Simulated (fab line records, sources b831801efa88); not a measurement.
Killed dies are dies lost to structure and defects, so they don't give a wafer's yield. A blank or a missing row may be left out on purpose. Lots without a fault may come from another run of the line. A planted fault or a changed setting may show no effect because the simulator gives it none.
Chamber matching | flow sky130 | SKY_FIELD_ISO_CMP_27 on cmp-01: 4 sister chambers
The step polishes, stops on Si3N4, t overpolish 16 s, target thk 457.8 nm. 4 wafers are shown with their chamber, then 12 later ones without.

WAFERS WITH THEIR CHAMBER
wafer  | chamber | motor_current_A (A)
L088.5 | 3       | 12.8
L089.4 | 2       | 12.4
L090.3 | 1       | 12.5
L090.6 | 0       | 10.5

WAFERS WITHOUT THEIR CHAMBER
wafer  | motor_current_A (A)
L091.1 | 12.7
L091.2 | 11.5
L091.5 | 12.6
L093.1 | 12.3
L093.3 | 11.1
L093.4 | 12.5
L095.2 | 11.9
L095.4 | 12.2
L095.6 | 11.9
L097.1 | 11.0
L097.3 | 12.3
L097.6 | 11.5

WHICH CHAMBER EACH WENT THROUGH
wafer  | from the rows above               | in truth
L091.1 | can't be placed: 3 or 1 or 2      | 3
L091.2 | can't be placed: 2 or 0 or 1 or 3 | 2
L091.5 | can't be placed: 1 or 2 or 3      | 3
L093.1 | can't be placed: 2 or 1 or 3      | 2
L093.3 | can't be placed: 0 or 2 or 1      | 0
L093.4 | can't be placed: 1 or 2 or 3      | 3
L095.2 | can't be placed: 2 or 1 or 3 or 0 | 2
L095.4 | can't be placed: 2 or 1 or 3      | 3
L095.6 | can't be placed: 2 or 1 or 3 or 0 | 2
L097.1 | can't be placed: 0 or 2           | 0
L097.3 | can't be placed: 2 or 1 or 3      | 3
L097.6 | can't be placed: 2 or 0 or 1 or 3 | 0
Placed correctly: 0 of 12. Can't be placed from these rows: 12 (the true chamber is among the candidates in 12). Placed wrongly: 0.
How it was worked out, from the rows above alone: a wafer's distance from a chamber is the root of the sum, over the readings, of the square of ((its reading less the chamber's mean) divided by the reading's scatter). The wafer belongs to the nearest chamber; if the next one is less than 2 further off, it can't be placed. A chamber's mean is the mean of its shown wafers. The scatter: with one shown wafer a chamber, the root of the mean of the squares of how far each hidden wafer lies from its nearest shown one.
